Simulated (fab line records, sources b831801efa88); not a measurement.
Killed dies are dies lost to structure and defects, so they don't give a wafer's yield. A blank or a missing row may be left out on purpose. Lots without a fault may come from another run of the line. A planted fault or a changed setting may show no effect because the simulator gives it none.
A struck lot beside a sound one | flow sky130 | 20 steps out of a route of 708
Sound: wafers L985.3, L985.5, L985.6. Struck: wafers L988.2, L988.3, L988.4. The cause comes at the end.
At each step with rows: each side's tool, then ch and its chambers, then its first start. Under that, the readings that differ: sound wafers | struck wafers | difference of the means | sigmas: that difference in standard deviations of wafers without a fault.
alike: readings whose means differ by less than 2 such deviations, and words and numbers that are the same on both sides. not compared: withheld readings, readings that some wafer has no value for, bounds like >300 that may hide the same value, and numbers for which the record gives no deviation and whose values overlap.
The two part at a step that has a row with sigmas, a row that says differs or no value, or rows on one side only. Numbers that don't overlap but have no deviation are shown without sigmas and don't part them. A reading that every wafer of one side lacks parts them only if that side has two wafers or more.

first, 3 steps without rows for these wafers: SKY_LDD_P_EXPOSE_04 (exposes mask PSDM, target cd 380 nm); SKY_LDD_P_PEB_05; SKY_LDD_P_DEVELOP_06 (develop time 60 s).
SKY_LDD_P_CD_MEAS_07: target cd 380 nm.
  sound on cd_sem-01, day 19 13:06; struck on cd_sem-02, day 20 12:00
  alike: cd_nm
SKY_LDD_P_OVL_MEAS_08:
  sound on overlay-02, day 19 13:11; struck on overlay-02, day 20 12:07
  alike: LDD_P_OVL
then, 1 step without rows for these wafers: SKY_LDD_P_IMPLANT_09.
SKY_LDD_P_STRIP_10: strips in O2/N2.
  sound on plasma_asher-01 ch 0,1, day 19 13:24; struck on plasma_asher-02 ch 0,1, day 20 12:17
  alike: drypump_motor_current_A, o2_flow_sccm, oes_product_au, strip_time_to_endpoint_s
  not compared: rf_hours_counter_h
SKY_LDD_P_TW_MEAS_11:
  sound on film_metro-02, day 19 13:29; struck on film_metro-02, day 20 12:24
  alike: LDD_P_TW
then, 4 steps without rows for these wafers: SKY_LDD_HVN_DEHYDRATE_00 (time 60 s); SKY_LDD_HVN_HMDS_01 (prime time 60 s); SKY_LDD_HVN_COAT_02 (resist thk 300 nm); SKY_LDD_HVN_SOFTBAKE_03 (time 60 s).
SKY_LDD_HVN_EXPOSE_04: exposes mask HVNTM, target cd 700 nm.
  sound on iline_stepper-02 ch 0, day 20 04:57; struck on iline_stepper-02 ch 0, day 21 03:59
  reading | sound                   | struck                  | difference | sigmas
  mask    | HVNTM#0 HVNTM#0 HVNTM#0 | HVPTM#0 HVPTM#0 HVPTM#0 | differs    |
  alike: focus_offset_nm
then, 2 steps without rows for these wafers: SKY_LDD_HVN_PEB_05; SKY_LDD_HVN_DEVELOP_06 (develop time 60 s).
SKY_LDD_HVN_OVL_MEAS_07:
  sound on overlay-01, day 20 20:47; struck on overlay-02, day 21 19:02
  reading          | sound         | struck | difference                    | sigmas
  LDD_HVN_OVL (nm) | -1.7 -1.1 0.4 | - - -  | no value on the struck wafers |
then, 1 step without rows for these wafers: SKY_LDD_HVN_IMPLANT_08.
SKY_LDD_HVN_STRIP_09: strips in O2/N2.
  sound on plasma_asher-02 ch 0,1, day 20 20:59; struck on plasma_asher-04 ch 0,1, day 21 19:13
  reading                      | sound             | struck            | difference | sigmas
  strip_time_to_endpoint_s (s) | 4.123 4.138 4.114 | 4.173 4.172 4.130 | +0.033     | +2
  alike: drypump_motor_current_A, o2_flow_sccm, oes_product_au
  not compared: rf_hours_counter_h
SKY_LDD_HVN_TW_MEAS_10:
  sound on film_metro-01, day 20 21:04; struck on film_metro-04, day 21 19:33
  reading    | sound          | struck   | difference | sigmas
  LDD_HVN_TW | 1436 1437 1437 | 30 30 30 | -1407      | -88
  not compared: hold
SKY_PAD_OPEN_PROBE_99:
  the record has rows for the sound wafers here (prober-02, day 46 04:47) and none for the struck ones

WHERE THEY PART
First at SKY_LDD_HVN_EXPOSE_04; last, within this record, at SKY_PAD_OPEN_PROBE_99.

WHY: what the simulator had put in
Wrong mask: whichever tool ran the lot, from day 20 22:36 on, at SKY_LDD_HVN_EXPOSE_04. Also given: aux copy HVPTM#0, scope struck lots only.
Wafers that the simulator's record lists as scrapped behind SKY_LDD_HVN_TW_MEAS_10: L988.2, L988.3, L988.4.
